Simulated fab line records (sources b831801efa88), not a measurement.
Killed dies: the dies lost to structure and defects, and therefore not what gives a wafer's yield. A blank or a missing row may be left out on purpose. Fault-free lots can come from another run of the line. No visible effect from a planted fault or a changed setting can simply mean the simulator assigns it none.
Matching of chambers | flow sky130 | 4 sister chambers for SKY_VIA4_CMP_21 on cmp-01
The step polishes, stops on SiO2, t overpolish 25 s, target thk 0 nm. 8 wafers are shown with their chamber, then 9 later ones without.

## WAFERS PAIRED WITH THEIR CHAMBERS
wafer  | chamber | motor current A (A) | slurry flow ml min
L368.6 | 0       | 8.8                 | 149.4
L375.4 | 2       | 12.6                | 150.1
L376.2 | 0       | 8.6                 | 149.7
L376.4 | 1       | 11.8                | 149.7
L376.5 | 3       | 8.1                 | 150.4
L378.1 | 3       | 8.4                 | 150.5
L378.3 | 2       | 12.2                | 150.6
L378.4 | 1       | 12.0                | 150.3

## WAFERS WHOSE CHAMBER IS MISSING
wafer  | motor current A (A) | slurry flow ml min
L383.2 | 8.8                 | 149.9
L383.4 | 8.7                 | 149.9
L383.5 | 12.5                | 150.0
L388.4 | 12.0                | 149.4
L388.5 | 12.4                | 150.2
L388.6 | 8.4                 | 149.3
L390.2 | 11.0                | 150.8
L390.4 | 8.4                 | 149.6
L390.5 | 12.5                | 149.6

## EACH ONE'S CHAMBER
wafer  | from the rows above     | in truth
L383.2 | 0                       | 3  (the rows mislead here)
L383.4 | can't be placed: 0 or 3 | 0
L383.5 | can't be placed: 2 or 1 | 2
L388.4 | can't be placed: 1 or 2 | 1
L388.5 | 2                       | 2
L388.6 | 0                       | 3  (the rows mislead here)
L390.2 | can't be placed: 1 or 2 | 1
L390.4 | can't be placed: 0 or 3 | 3
L390.5 | can't be placed: 2 or 1 | 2
Correctly placed: 1 of 9. Cannot be placed on the basis of these rows: 6; the candidates contain the true chamber in 6. Placed wrongly: 2.
How it was worked out, from the rows above alone: a wafer's distance from a chamber is the root of the sum, over the readings, of the square of ((its reading less the chamber's mean) divided by the reading's scatter). The wafer belongs to the nearest chamber; if the next one is less than 2 further off, it can't be placed. For every chamber, the mean is computed from those of its wafers that are shown. How the scatter is found: for the shown wafers, subtract from each reading the mean of its chamber, square and add these, divide the total by (wafers less chambers), then take the root.
